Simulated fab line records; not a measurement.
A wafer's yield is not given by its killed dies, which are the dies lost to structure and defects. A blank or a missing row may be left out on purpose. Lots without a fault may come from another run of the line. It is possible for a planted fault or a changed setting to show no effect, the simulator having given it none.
fab line records	flow sky130
record: lots: 6	wafers: 18	lastDay: 50
route steps=708 shown RES_PROTECT@211 POLY_GATE@213 PAD_OPEN@708
lots untouched by any fault: they come from a run of this same line in which no faults occurred
startH: hours from the record's opening day to when the first of the lot's shown wafers began	waitH: hours from the lot's prior step to this one	" identical to the entry in the row above	L1.1+2: a single row standing in for several wafers	- either no value or no given start	* or withheld: withheld	< > ~ a bound
route shown NAME@n: NAME is a module with steps in the file, n the number in the route of the first one	usual: the fault-free wafers' mean and standard deviation	same: alike in all rows	chamber/n: place in a boat	sites: per-site readings	_std_site: standard deviation of those values	_edge_site: mean of outer sites minus mean of inner sites	radiusMm: how far each site lies from the wafer's centre	mask NAME#n: copy n	behind: the tool/chamber that last shaped the wafer	hold: the reason the lot was held/the length of the hold in hours/how it ended	device: which transistor (n, p or np) failed to switch	end of line: the route-end tests of the same wafers	for a step that has no rows: nothing shown but its recipe	killed: dies that structure and defects cost at the first sort, which is not the same as the wafer's yield	map: per-die view of a wafer (x killed, . not killed, _ where there is no die)
set.NAME: the setting the step ran with; set.NAME@STEP: the setting that earlier step ran with	model.NAME: the simulator's own value behind a step, which no gauge read
certain route steps with their lots: each step a table, each wafer a row
services: from which hour (startH, from the record's first day; less than 0 if before it) a tool's chamber was out of use, for how many hours, and why
== steps ==
step: SKY_RES_PROTECT_PEB_05
recipe: tempC: withheld	timeS: *	resist: NOVOLAK
step: SKY_RES_PROTECT_DEVELOP_06
recipe: resist: NOVOLAK	developer: TMAH	developTimeS: 60	devTempC: 23
step: SKY_POLY_GATE_IMPLANT_02
recipe: species: P	energyKev: 30	doseCm2: 7.7e+15	tiltDeg: 0
step: SKY_RES_PROTECT_STRIP_07
recipe: chemistry: O2/N2	powerW: 1400	pressureMtorr: 1500	platenTempC: withheld	o2FlowSccm: 3000	n2FlowSccm: 300	overashFraction: 0.5
usual: drypumpMotorCurrentA: 5.8/0.45	n2FlowSccm: 300.2/0.99	oesProductAu: 0.518/0.0045	stripTimeToEndpointS: 23.29/0.034
lot.wafer	tool	chamber	startH	waitH	drypumpMotorCurrentA	n2FlowSccm	oesProductAu	rfHoursCounterH	stripTimeToEndpointS
L892.1	plasmaAsher-02	0	339.88	0.1	5.3	300.0	0.519	19	23.28
L892.4	"	1	"	"	5.7	299.1	0.513	-	23.24
L892.5	"	0	"	"	5.3	299.5	0.521	-	23.31
L895.1	plasmaAsher-02	1	368.49	0.1	5.8	299.4	0.513	22	23.31
L895.3	"	0	"	"	5.3	298.0	0.516	-	23.31
L895.5	"	1	"	"	5.7	300.2	0.515	-	23.29
L900.1	plasmaAsher-02	1	403.35	0.1	5.7	300.9	0.512	25	23.25
L900.4	"	0	"	"	5.3	302.9	0.518	-	23.27
L900.6	"	0	"	"	5.3	302.1	0.520	-	23.30
L901.1	plasmaAsher-04	0	411.65	0.1	5.9	299.8	0.523	74	23.25
L901.5	"	0	"	"	5.9	299.4	0.523	-	23.27
L901.6	"	1	"	"	6.2	299.5	0.510	-	23.32
L911.2	plasmaAsher-03	1	505.40	0.1	5.6	301.4	0.519	67	23.27
L911.3	"	1	"	"	5.5	300.7	0.526	-	23.30
L911.4	"	0	"	"	6.7	299.9	0.519	-	23.30
L915.1	plasmaAsher-04	1	531.14	0.1	6.2	301.5	0.517	87	23.23
L915.3	"	0	"	"	5.9	300.6	0.520	-	23.32
L915.6	"	1	"	"	6.2	300.5	0.521	-	23.29
step: SKY_RES_PROTECT_TW_MEAS_08
usual: POLY_GATE_TW: 4058/27
lot.wafer	tool	chamber	startH	waitH	POLY_GATE_TW
L892.1	filmMetro-01	-	339.98	0.1	4036
L892.4	"	-	"	"	4037
L892.5	"	-	"	"	4029
L895.1	filmMetro-02	-	368.59	0.1	4066
L895.3	"	-	"	"	4073
L895.5	"	-	"	"	4071
L900.1	filmMetro-04	-	403.45	0.1	4010
L900.4	"	-	"	"	4007
L900.6	"	-	"	"	3996
L901.1	filmMetro-04	-	411.75	0.1	4018
L901.5	"	-	"	"	4055
L901.6	"	-	"	"	4052
L911.2	filmMetro-04	-	505.51	0.1	4043
L911.3	"	-	"	"	4062
L911.4	"	-	"	"	4040
L915.1	filmMetro-02	-	531.24	0.1	4046
L915.3	"	-	"	"	4043
L915.6	"	-	"	"	4033
step: SKY_RES_PROTECT_CLEAN_09
recipe: chemistry: SC1/SC2	mix: 1:4:20	tempC: 70	timeS: 150	dry: n2Spin
step: SKY_POLY_GATE_CVD_03
recipe: material: Si3N4	precursor: DCS/NH3	targetThkNm: 75	tempC: 770	timeS: 1290	pressureMtorr: 250
step: SKY_POLY_GATE_THK_MEAS_04
recipe: reads: Si3N4_of_POLY_GATE_CVD_03
usual: POLY_GATE_CVD_03_THK: 74.7/0.73
lot.wafer	tool	chamber	startH	waitH	POLY_GATE_CVD_03_THK[nm]
L892.1	filmMetro-02	-	344.97	0.0	74.7
L892.4	"	-	"	"	74.8
L892.5	"	-	"	"	75.2
L895.1	filmMetro-01	-	372.56	0.0	75.2
L895.3	"	-	"	"	75.0
L895.5	"	-	"	"	76.0
L900.1	filmMetro-01	-	405.79	0.0	75.2
L900.4	"	-	"	"	74.6
L900.6	"	-	"	"	74.9
L901.1	filmMetro-02	-	413.22	0.0	74.1
L901.5	"	-	"	"	74.6
L901.6	"	-	"	"	74.5
L911.2	filmMetro-03	-	507.05	0.0	76.2
L911.3	"	-	"	"	75.0
L911.4	"	-	"	"	75.8
L915.1	filmMetro-02	-	532.70	0.0	73.3
L915.3	"	-	"	"	73.1
L915.6	"	-	"	"	74.2
step: SKY_POLY_GATE_DEHYDRATE_05
recipe: tempC: 200	timeS: 60
step: SKY_POLY_GATE_HMDS_06
recipe: primeTimeS: 60	primeTempC: 120
step: SKY_POLY_GATE_COAT_07
recipe: resist: BARC	tempC: withheld	timeS: withheld	spinRpm: 3000	resistThkNm: 110
step: SKY_POLY_GATE_COAT_08
recipe: resist: KrF-thick	spinRpm: 3000	resistThkNm: 450
step: SKY_POLY_GATE_SOFTBAKE_09
recipe: tempC: 100	timeS: 90	resist: KrF-thick
usual: heaterPowerTotalW: 57.36/0.11	plateTempC: 100.01/0.11
lot.wafer	tool	chamber	startH	waitH	heaterPowerTotalW	plateTempC
L892.1	lithoTrack-01	0	358	-	57.46	99.94
L892.4	"	0	"	"	57.23	100.12
L892.5	"	0	"	"	57.26	99.94
L895.1	lithoTrack-02	0	386	-	57.30	99.99
L895.3	"	0	"	"	57.26	99.94
L895.5	"	0	"	"	57.49	100.06
L900.1	lithoTrack-01	0	420	-	52.07	93.47
L900.4	"	0	"	"	51.97	93.40
L900.6	"	0	"	"	51.81	93.30
L901.1	lithoTrack-01	0	427	-	52.01	92.99
L901.5	"	0	"	"	51.99	93.13
L901.6	"	0	"	"	51.85	93.26
L911.2	lithoTrack-02	0	522	-	57.20	99.96
L911.3	"	0	"	"	57.43	99.94
L911.4	"	0	"	"	57.28	99.94
L915.1	lithoTrack-02	0	547	-	57.30	99.98
L915.3	"	0	"	"	57.25	100.00
L915.6	"	0	"	"	57.22	100.07
step: SKY_POLY_GATE_EXPOSE_10
recipe: maskId: P1M	na: 0.68	sourceShape: conventional	sigmaOuter: 0.6	targetCdNm: 150	doseMj: 28
step: SKY_POLY_GATE_PEB_11
recipe: pebTempC: withheld	pebTimeS: withheld	resist: KrF-thick
step: SKY_POLY_GATE_DEVELOP_12
recipe: developTimeS: 60	resist: KrF-thick	devTempC: 21
same: developTimeS: 60
lot.wafer	tool	chamber	startH	waitH	model.KrF-thick_of_POLY_GATE_COAT_08.thkNm
L892.1	lithoTrack-02	0	-	-	435.5
L892.4	"	0	"	"	435.3
L892.5	"	0	"	"	435.9
L895.1	lithoTrack-02	0	-	-	435.1
L895.3	"	0	"	"	433.9
L895.5	"	0	"	"	434.7
L900.1	lithoTrack-01	0	-	-	439.1
L900.4	"	0	"	"	441
L900.6	"	0	"	"	439.7
L901.1	lithoTrack-04	0	-	-	443.4
L901.5	"	0	"	"	441.8
L901.6	"	0	"	"	441.3
L911.2	lithoTrack-02	0	-	-	434.2
L911.3	"	0	"	"	436.5
L911.4	"	0	"	"	434.4
L915.1	lithoTrack-01	0	-	-	433.8
L915.3	"	0	"	"	435.2
L915.6	"	0	"	"	437.7
step: SKY_POLY_GATE_CD_MEAS_13
recipe: targetCdNm: 150
usual: cdNm: 150.2/1.6
lot.wafer	tool	chamber	startH	waitH	cdNm
L892.1	cdSem-01	-	372.88	-	152.6
L892.4	"	-	"	"	152.2
L892.5	"	-	"	"	153.8
L895.1	cdSem-02	-	400.48	-	150.1
L895.3	"	-	"	"	150.8
L895.5	"	-	"	"	148.1
L900.1	cdSem-01	-	436.63	-	151.1
L900.4	"	-	"	"	150.9
L900.6	"	-	"	"	151.6
L901.1	cdSem-01	-	443.34	-	154.4
L901.5	"	-	"	"	155.2
L901.6	"	-	"	"	152.6
L911.2	cdSem-02	-	537.95	-	148.6
L911.3	"	-	"	"	149.5
L911.4	"	-	"	"	146.8
L915.1	cdSem-01	-	562.48	-	153.0
L915.3	"	-	"	"	151.4
L915.6	"	-	"	"	152.0
step: SKY_POLY_GATE_OVL_MEAS_14
usual: POLY_GATE_OVL: -1/5
lot.wafer	tool	chamber	startH	waitH	POLY_GATE_OVL[nm]
L892.1	overlay-01	-	373.00	0.1	2
L892.4	"	-	"	"	2
L892.5	"	-	"	"	4
L895.1	overlay-01	-	400.60	0.1	-1
L895.3	"	-	"	"	-3
L895.5	"	-	"	"	-6
L900.1	overlay-01	-	436.75	0.1	1
L900.4	"	-	"	"	3
L900.6	"	-	"	"	1
L901.1	overlay-02	-	443.46	0.1	-1
L901.5	"	-	"	"	-2
L901.6	"	-	"	"	-1
L911.2	overlay-01	-	538.05	0.1	4
L911.3	"	-	"	"	-1
L911.4	"	-	"	"	4
L915.1	overlay-01	-	562.60	0.1	4
L915.3	"	-	"	"	-2
L915.6	"	-	"	"	2
step: SKY_POLY_GATE_ETCH_15
recipe: chemistry: N2/H2	target: BARC	ionEnergyEv: 200	sourceW: 500	biasW: 100	pressureMtorr: 30	n2FlowSccm: 100	h2FlowSccm: 200	stopOn: SiO2	timeS: 118.5	targetDepthA: 1100
usual: drypumpMotorCurrentA: 5.9/0.34	n2FlowSccm: 100.02/0.28	oesProductAu: 0.717/0.0043	throttleValvePct: 13.212/0.0098
lot.wafer	tool	chamber	startH	waitH	drypumpMotorCurrentA	n2FlowSccm	oesProductAu	rfHoursCounterH	throttleValvePct
L892.1	rieDiel-02	1	373.03	0.0	6.3	100.04	0.720	74	13.213
L892.4	"	2	"	"	6.0	99.93	0.719	57	13.200
L892.5	"	3	"	"	5.9	100.38	0.722	-	13.217
L895.1	rieDiel-01	3	400.63	0.0	6.5	99.68	0.712	28	13.205
L895.3	"	2	"	"	6.0	100.07	0.720	50	13.211
L895.5	"	0	"	"	5.7	100.30	0.723	-	13.211
L900.1	rieDiel-01	2	436.79	0.0	6.0	99.87	0.716	51	13.219
L900.4	"	3	"	"	6.5	99.85	0.719	28	13.197
L900.6	"	0	"	"	5.7	100.20	0.719	-	13.208
L901.1	rieDiel-02	3	443.49	0.0	5.9	99.78	0.726	3	13.198
L901.5	"	3	"	"	5.9	100.28	0.721	-	13.205
L901.6	"	0	"	"	5.8	100.53	0.720	-	13.202
L911.2	rieDiel-01	2	538.08	0.0	6.0	99.88	0.725	52	13.204
L911.3	"	3	"	"	6.5	100.01	0.716	30	13.213
L911.4	"	0	"	"	5.7	100.12	0.714	19	13.230
L915.1	rieDiel-03	2	562.63	0.0	5.9	100.13	0.725	2	13.203
L915.3	"	0	"	"	6.4	99.97	0.715	13	13.219
L915.6	"	2	"	"	5.9	100.22	0.710	-	13.206
step: SKY_POLY_GATE_ETCH_16
recipe: stopOn: poly-Si	chemistry: CH3F/O2	target: Si3N4	sourceW: 400	biasW: 80	pressureMtorr: 25	ch3fFlowSccm: 40	O2_flow_sccm: 30	timeS: 147.5	targetDepthA: 750
usual: drypumpMotorCurrentA: 5.9/0.33	oesProductAu: 0.638/0.0048	throttleValvePct: 10.535/0.0096
lot.wafer	tool	chamber	startH	waitH	drypumpMotorCurrentA	oesProductAu	rfHoursCounterH	throttleValvePct
L892.1	rieDiel-02	1	373.12	0.0	6.3	0.640	74	10.539
L892.4	"	2	"	"	6.0	0.641	57	10.523
L892.5	"	3	"	"	5.9	0.643	-	10.525
L895.1	rieDiel-01	3	400.71	0.0	6.5	0.645	28	10.520
L895.3	"	2	"	"	6.0	0.641	50	10.521
L895.5	"	0	"	"	5.7	0.638	-	10.541
L900.1	rieDiel-01	2	436.87	0.0	6.0	0.638	51	10.535
L900.4	"	3	"	"	6.4	0.633	28	10.524
L900.6	"	0	"	"	5.7	0.640	-	10.531
L901.1	rieDiel-02	3	443.58	0.0	5.9	0.630	3	10.536
L901.5	"	3	"	"	5.9	0.645	-	10.542
L901.6	"	0	"	"	5.7	0.640	-	10.539
L911.2	rieDiel-01	2	538.16	0.0	6.0	0.642	52	10.544
L911.3	"	3	"	"	6.4	0.638	31	10.519
L911.4	"	0	"	"	5.7	0.645	19	10.530
L915.1	rieDiel-03	2	562.72	0.0	5.9	0.634	2	10.544
L915.3	"	0	"	"	6.4	0.637	13	10.555
L915.6	"	2	"	"	5.9	0.641	-	10.522
step: SKY_POLY_GATE_ETCH_17
recipe: targetDepthNm: 180	stopOn: SiO2	overEtchFrac: 0.56667	chemistry: HBr/Cl2	target: poly-Si	icpW: 400	biasW: 100	pressureMtorr: 10	HBr_flow_sccm: 150	Cl2_flow_sccm: 50	timeS: 70.5
usual: drypumpMotorCurrentA: 5.5/0.53	mfcCl2Sccm: 50.03/0.15	oesProductAu: 0.985/0.007	throttleValvePct: 33.684/0.01
lot.wafer	tool	chamber	startH	waitH	drypumpMotorCurrentA	mfcCl2Sccm	oesProductAu	rfHoursCounterH	throttleValvePct	model.KrF-thick_of_POLY_GATE_COAT_08.thkNm
L892.1	rieSi-02	3	373.21	0.0	6.2	50.12	0.996	45	33.676	136.8
L892.4	"	2	"	"	6.1	49.91	0.988	2	33.681	138
L892.5	"	1	"	"	6.2	50.28	0.984	-	33.686	142.5
L895.1	rieSi-01	2	400.81	0.0	5.1	50.04	0.989	39	33.689	140.4
L895.3	"	3	"	"	5.3	50.09	0.982	1	33.684	134.9
L895.5	"	2	"	"	5.1	50.05	0.992	-	33.686	138.6
L900.1	rieSi-01	0	436.97	0.0	5.0	49.70	0.978	1	33.668	140.5
L900.4	"	2	"	"	5.1	49.99	0.980	39	33.672	144.9
L900.6	"	1	"	"	5.0	50.10	0.988	-	33.687	142
L901.1	rieSi-01	0	443.67	0.0	5.0	50.00	0.987	1	33.669	148.3
L901.5	"	2	"	"	5.1	49.91	0.999	-	33.707	147.4
L901.6	"	3	"	"	5.3	49.83	0.996	-	33.686	143.2
L911.2	rieSi-02	2	538.26	0.0	6.0	49.83	0.978	3	33.683	135.7
L911.3	"	3	"	"	6.2	49.91	0.982	46	33.694	140.1
L911.4	"	3	"	"	6.2	50.09	0.982	-	33.696	139.3
L915.1	rieSi-01	3	562.82	0.0	5.3	50.16	0.983	2	33.676	136.7
L915.3	"	2	"	"	5.2	49.93	0.986	40	33.692	138.3
L915.6	"	3	"	"	5.3	50.16	0.984	-	33.700	139.2
step: SKY_POLY_GATE_STRIP_18
recipe: chemistry: O2/N2	powerW: 1400	pressureMtorr: 1500	platenTempC: withheld	o2FlowSccm: 3000	n2FlowSccm: 300	overashFraction: 0.5
usual: drypumpMotorCurrentA: 5.7/0.34	n2FlowSccm: 300.0/0.94	oesProductAu: 0.360/0.0048	stripTimeToEndpointS: 3.152/0.027
lot.wafer	tool	chamber	startH	waitH	drypumpMotorCurrentA	n2FlowSccm	oesProductAu	rfHoursCounterH	stripTimeToEndpointS
L892.1	plasmaAsher-04	1	373.27	0.0	6.2	298.0	0.356	70	3.136
L892.4	"	1	"	"	6.2	297.6	0.357	-	3.151
L892.5	"	1	"	"	6.2	299.0	0.354	-	3.206
L895.1	plasmaAsher-01	1	400.87	0.0	5.6	300.5	0.361	71	3.167
L895.3	"	0	"	"	5.3	298.7	0.365	-	3.109
L895.5	"	1	"	"	5.6	300.5	0.356	-	3.163
L900.1	plasmaAsher-02	0	437.02	0.0	5.3	299.7	0.350	28	3.194
L900.4	"	1	"	"	5.7	298.5	0.353	-	3.234
L900.6	"	1	"	"	5.7	299.0	0.354	-	3.199
L901.1	plasmaAsher-01	0	443.73	0.0	5.3	300.6	0.360	1	3.271
L901.5	"	1	"	"	5.6	301.6	0.361	-	3.259
L901.6	"	0	"	"	5.3	300.2	0.370	-	3.221
L911.2	plasmaAsher-01	1	538.32	0.0	5.6	300.5	0.356	10	3.112
L911.3	"	0	"	"	5.3	300.5	0.363	-	3.174
L911.4	"	1	"	"	5.6	299.3	0.370	-	3.165
L915.1	plasmaAsher-01	0	562.87	0.0	5.3	300.4	0.357	12	3.124
L915.3	"	0	"	"	5.3	300.1	0.361	-	3.152
L915.6	"	1	"	"	5.6	299.3	0.365	-	3.139
step: SKY_PAD_OPEN_PROBE_99
usual: killed_at_M0_to_M3: 43/7	killed_at_M4_up: 3.1/2	killedAtContacts: 24/5.3	killedAtFrontEnd: 15/4.2	killedAtOther: 0.4/0.66	killedDies: 86/9.5	killedOpen: 47/7.4	killedShort: 38/6.2
same: grossDies: 492	killedAtBackSide: 0
lot.wafer	tool	chamber	startH	waitH	killed_at_M0_to_M3	killed_at_M4_up	killedAtContacts	killedAtFrontEnd	killedAtOther	killedDies	killedOpen	killedShort
L900.1	prober-01	-	1123.44	0.1	25	5	32	17	1	80	53	27
L900.4	prober-01	-	1123.59	0.2	41	3	22	21	1	88	54	34
L900.6	prober-01	-	1123.69	0.2	36	2	23	20	0	81	41	40
L911.2	prober-01	-	1181.77	0.1	42	3	23	17	1	86	42	43
L911.3	prober-01	-	1181.82	0.2	45	6	31	22	0	104	60	44
L911.4	prober-01	-	1181.87	0.2	45	3	26	15	1	90	56	34
L915.1	prober-01	-	1194.81	0.1	43	4	29	14	0	90	49	41
L915.3	prober-01	-	1194.91	0.2	28	9	21	28	0	86	51	34
L915.6	prober-01	-	1195.06	0.2	26	3	24	16	1	70	48	22
killed by level:class
L900.1 CONTACT:geometricParticle:open=13 VIA1:geometricParticle:open=8 LI_CONTACT:geometricParticle:open=7 FIELD_ISO:geometricParticle:short=6 VIA2:geometricParticle:open=6 LOCAL_INTERCONNECT:geometricParticle:short=5 CONTACT:geometricParticle:short=5 POLY_GATE:geometricParticle:open=4
L900.4 CONTACT:geometricParticle:open=10 VIA1:geometricParticle:open=9 VIA3:geometricParticle:open=8 FIELD_ISO:geometricParticle:short=5 VIA2:geometricParticle:open=5 FIELD_ISO:geometricParticle:open=4 SPACER:geometricParticle:open=4 LI_CONTACT:geometricParticle:open=4
L900.6 VIA1:geometricParticle:open=8 FIELD_ISO:geometricParticle:short=7 LOCAL_INTERCONNECT:geometricParticle:short=6 CONTACT:geometricParticle:open=6 VIA3:geometricParticle:open=6 CONTACT:geometricParticle:short=5 LI_CONTACT:geometricParticle:open=5 VIA2:geometricParticle:open=5
L911.2 VIA1:geometricParticle:open=12 CONTACT:geometricParticle:open=10 METAL2:geometricParticle:short=10 LI_CONTACT:geometricParticle:open=6 POLY_GATE:geometricParticle:short=5 FIELD_ISO:geometricParticle:short=4 LI_CONTACT:geometricParticle:short=4 VIA1:geometricParticle:short=4
L911.3 VIA1:geometricParticle:open=12 LI_CONTACT:geometricParticle:open=12 CONTACT:geometricParticle:open=9 METAL1:geometricParticle:short=7 VIA3:geometricParticle:open=7 FIELD_ISO:geometricParticle:short=6 FIELD_ISO:geometricParticle:open=5 CONTACT:geometricParticle:short=5
L911.4 VIA1:geometricParticle:open=12 CONTACT:geometricParticle:open=10 METAL2:geometricParticle:short=7 LI_CONTACT:geometricParticle:open=6 VIA3:geometricParticle:open=6 FIELD_ISO:geometricParticle:open=5 LOCAL_INTERCONNECT:geometricParticle:short=5 VIA2:geometricParticle:open=5
L915.1 LI_CONTACT:geometricParticle:open=11 VIA1:geometricParticle:open=9 METAL2:geometricParticle:short=8 LOCAL_INTERCONNECT:geometricParticle:short=6 VIA2:geometricParticle:open=6 CONTACT:geometricParticle:short=5 CONTACT:geometricParticle:open=5 VIA3:geometricParticle:open=5
L915.3 FIELD_ISO:geometricParticle:open=8 VIA1:geometricParticle:open=8 POLY_GATE:geometricParticle:short=7 CONTACT:geometricParticle:open=7 LI_CONTACT:geometricParticle:open=6 METAL4:geometricParticle:short=5 POLY_GATE:geometricParticle:open=4 LI_CONTACT:geometricParticle:short=4
L915.6 LI_CONTACT:geometricParticle:open=9 CONTACT:geometricParticle:open=8 FIELD_ISO:geometricParticle:open=6 POLY_GATE:geometricParticle:short=5 VIA2:geometricParticle:open=5 VIA1:geometricParticle:open=5 POLY_GATE:geometricParticle:open=4 VIA1:geometricParticle:short=4
== services ==
tool	chamber	startH	hours	kind
plasmaAsher-01	-	321.14	3.2	repair
plasmaAsher-04	-	324.07	2.8	pm
plasmaAsher-02	-	329.38	4.0	pm
rieDiel-01	-	340.65	1.0	repair
rieDiel-02	2	342.95	6.3	repair
rieDiel-02	-	344.56	0.9	repair
rieSi-02	0	357.08	5.2	repair
rieSi-02	2	357.68	4.0	repair
rieDiel-01	-	362.23	15.6	pm
rieDiel-01	-	377.83	2.8	pm
rieDiel-01	0	378.02	2.6	repair
rieDiel-02	-	402.36	2.8	pm
rieDiel-02	1	406.25	1.2	repair
rieDiel-01	3	408.59	1.6	repair
rieSi-02	-	418.14	2.8	pm
plasmaAsher-01	-	421.25	9.0	pm
rieDiel-01	2	450.80	17.4	repair
plasmaAsher-04	-	459.88	1.3	repair
plasmaAsher-01	-	480.96	14.6	pm
rieDiel-01	2	492.04	3.7	repair
rieSi-01	-	493.46	2.8	pm
plasmaAsher-04	-	512.98	0.6	repair
plasmaAsher-02	-	523.35	11.1	repair
rieDiel-01	1	550.65	5.4	repair
== key ==
firstSign: step: SKY_POLY_GATE_SOFTBAKE_09	reading: plateTempC	direction: down	sigmas: 59	usual: *	struck: *
effect: step: SKY_POLY_GATE_SOFTBAKE_09	reading: heaterPowerTotalW	direction: down	sigmas: 47	usual: *	struck: *
effect: step: SKY_POLY_GATE_CD_MEAS_13	reading: cdNm	direction: up	sigmas: 1.6	usual: 150.2	struck: 152.6
modelEffect: step: SKY_POLY_GATE_DEVELOP_12	value: KrF-thick_of_POLY_GATE_COAT_08.thkNm	without: 436.8	struck: 441
modelEffect: step: SKY_POLY_GATE_ETCH_17	value: KrF-thick_of_POLY_GATE_COAT_08.thkNm	without: 140.2	struck: 144.4
metAt SKY_POLY_GATE_SOFTBAKE_09
struckWafers L900.1,L900.4,L900.6,L901.1,L901.5,L901.6
testerLeftOut L900,L901
onsetBetween 358 420
fault: kind: processParameterDrift	tool: lithoTrack-01	chamber: -	onsetH: 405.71	steps: SKY_POLY_GATE_SOFTBAKE_09	channel: tempC	offset: *	shape: step	endH: 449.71	actsIn: *	stated: *
testerLeftOut: of these lots the tester's yield and bins aren't shown, on N5 and GAA mostly nor the transistor test; their killed dies are dies lost to structure and defects alone, not to doping, threshold or leakage, so they don't give the yield
